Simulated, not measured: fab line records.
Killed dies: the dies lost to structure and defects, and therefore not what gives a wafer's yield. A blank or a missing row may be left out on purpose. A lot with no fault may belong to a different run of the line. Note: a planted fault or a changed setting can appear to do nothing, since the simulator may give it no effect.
Struck lot and sound lot, side by side || flow sky130 || 23 out of 708 route steps
Sound: the wafers L391.3, L391.4, L391.5. Struck: wafers L404.1, L404.3, L404.6. The cause is named last.
Per side, at each step with rows, come the tool, then ch with its chambers, and then its first start. Under that, the readings that differ: sound wafers || struck wafers || difference of the means || sigmas: that difference in standard deviations of wafers without a fault.
alike: a reading whose means differ by less than 2 such deviations, as well as words and numbers matching on both sides. not compared: withheld readings; readings where some wafer has no value; bounds like >300 that might hide an equal value; numbers whose values overlap and for which the record gives no deviation.
Wherever a step has rows on one side only, a row that says differs or no value, or a row with sigmas, the two part there. Numbers that don't overlap but have no deviation are shown without sigmas and don't part them. Lack of a reading on every wafer of one side parts them only where that side has two or more wafers.

SKY_METAL2_ETCH_18: etches BARC in N2/H2, stops on SiO2, time 45.9 s, target depth 60 nm.
  sound on rie_metal-02 ch 0,1, day 34 20:56; struck on rie_metal-02 ch 0,1, day 40 04:37
  alike: chamber_pressure_mTorr, drypump_motor_current_A, oes_product_au, throttle_valve_pct
  not compared: rf_hours_counter_h
SKY_METAL2_METAL_ETCH_19: etches the open film in Cl2/BCl3, stops on SiO2, target depth 360 nm, time 78 s.
  sound on rie_metal-02 ch 0,1, day 34 21:01; struck on rie_metal-02 ch 0,1, day 40 04:40
  alike: chamber_pressure_mTorr, drypump_motor_current_A, oes_product_au, throttle_valve_pct
  not compared: rf_hours_counter_h
SKY_METAL2_STRIP_20: strips in O2/N2.
  sound on plasma_asher-02 ch 0,1, day 34 21:06; struck on plasma_asher-03 ch 0,1, day 40 04:46
  alike: chamber_pressure_mTorr, drypump_motor_current_A, o2_flow_sccm, oes_product_au, strip_time_to_endpoint_s
  not compared: rf_hours_counter_h
then, 4 steps without rows for these wafers: SKY_METAL2_STRIP_21 (strips in post etch residue remover, time 1200 s); SKY_METAL2_CLEAN_22 (cleans in IPA, time 180 s); SKY_METAL2_CLEAN_23 (cleans in O3/DIW); SKY_VIA2_HDPCVD_00 (deposits SiO2, target thk 1180 nm, time 196.7 s).
SKY_VIA2_THK_MEAS_01:
  sound on film_metro-02 at day 34 21:49; struck on film_metro-03 at day 40 05:31
  alike: VIA2_HDPCVD_THK
SKY_VIA2_CMP_02: polishes SiO2.
  sound on cmp-01 ch 1,3, day 34 21:54; struck on cmp-01 ch 0,1,3, day 40 05:35
  alike: head_pressure_psi, motor_current_A, platen_rpm
SKY_VIA2_BOW_MEAS_03:
  sound on film_metro-03 at day 34 22:11; struck on film_metro-01 at day 40 05:53
  alike: VIA2_BOW
then, 2 steps without rows for these wafers: SKY_VIA2_DEHYDRATE_04 (time 60 s); SKY_VIA2_HMDS_05 (prime time 60 s).
SKY_VIA2_COAT_06: resist thk 60 nm.
  sound on litho_track-02 ch 0, day 35 11:29; struck on litho_track-01 ch 0, day 40 17:04
{"reading": "spin_speed_rpm (rpm)", "sound": "2998.5 3000.2 2998.0", "struck": "2675.3 2670.7 2673.6", "difference": -325.7, "sigmas": "-99 or more"}
  not compared: chill_plate_temp_C
then, 5 steps without rows for these wafers: SKY_VIA2_COAT_07 (resist thk 450 nm); SKY_VIA2_SOFTBAKE_08 (time 90 s); SKY_VIA2_EXPOSE_09 (exposes mask VIM2, target cd 200 nm); SKY_VIA2_PEB_10; SKY_VIA2_DEVELOP_11 (develop time 60 s).
SKY_VIA2_CD_MEAS_12: the cd target is 200 nm.
  sound on cd_sem-02 at day 35 23:19; struck on cd_sem-02 at day 41 05:20
  alike: cd_nm
SKY_VIA2_OVL_MEAS_13:
  sound on overlay-02 at day 35 23:25; struck on overlay-01 at day 41 05:27
  alike: VIA2_OVL
SKY_VIA2_ETCH_14: etches BARC in N2/H2, stops on SiO2, time 45.9 s, target depth 60 nm.
  sound on rie_diel-03 ch 0,1,3, day 35 23:26; struck on rie_diel-03 ch 1,3, day 41 05:29
{"reading": "oes_product_au (a.u.)", "sound": "0.855 0.852 0.857", "struck": "0.888 0.879 0.884", "difference": "+0.029", "sigmas": "+6"}
{"reading": "model.etch.depth_nm (nm)", "sound": "60.01 60.08 60.06", "struck": "63.95 63.82 63.65", "difference": "+3.76", "sigmas": ""}
  alike: chamber_pressure_mTorr, drypump_motor_current_A, throttle_valve_pct
  not compared: rf_hours_counter_h
SKY_VIA2_ETCH_15: etches SiO2 in C4F8/O2/Ar, stops on TiN, target depth 546 nm, time 84 s.
  sound on rie_diel-03 ch 0,1,3, day 35 23:29; struck on rie_diel-03 ch 1,3, day 41 05:32
  alike: chamber_pressure_mTorr, oes_product_au
  not compared: rf_hours_counter_h
-- the record jumps here: 8 days lie between the struck wafers' starts before and after (it left off in module VIA2 and takes up again in module PAD_OPEN, whose first step shown is number 708 of the route) --
SKY_PAD_OPEN_PROBE_99:
  sound on prober-02 at day 45 12:45; struck on prober-02 at day 49 15:53
  alike: defect_limited_yield, killed_at_M0_to_M3, killed_at_M4_up, killed_at_contacts, killed_at_front_end, killed_at_other, killed_dies, killed_open, killed_short, sort_bin_3_pad_short, sort_bin_5_function, sort_bin_6_memory, sort_n_pass, sort_yield_pct

WHERE THEY PART
Last at SKY_VIA2_ETCH_14 as far as this record goes, first at SKY_VIA2_COAT_06. Later steps at which nothing parts them and some readings are alike: SKY_VIA2_ETCH_15, SKY_PAD_OPEN_PROBE_99.

WHY: what the simulator had put in
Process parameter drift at SKY_VIA2_COAT_06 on litho_track-01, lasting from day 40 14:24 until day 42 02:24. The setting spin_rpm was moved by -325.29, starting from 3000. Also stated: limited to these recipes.
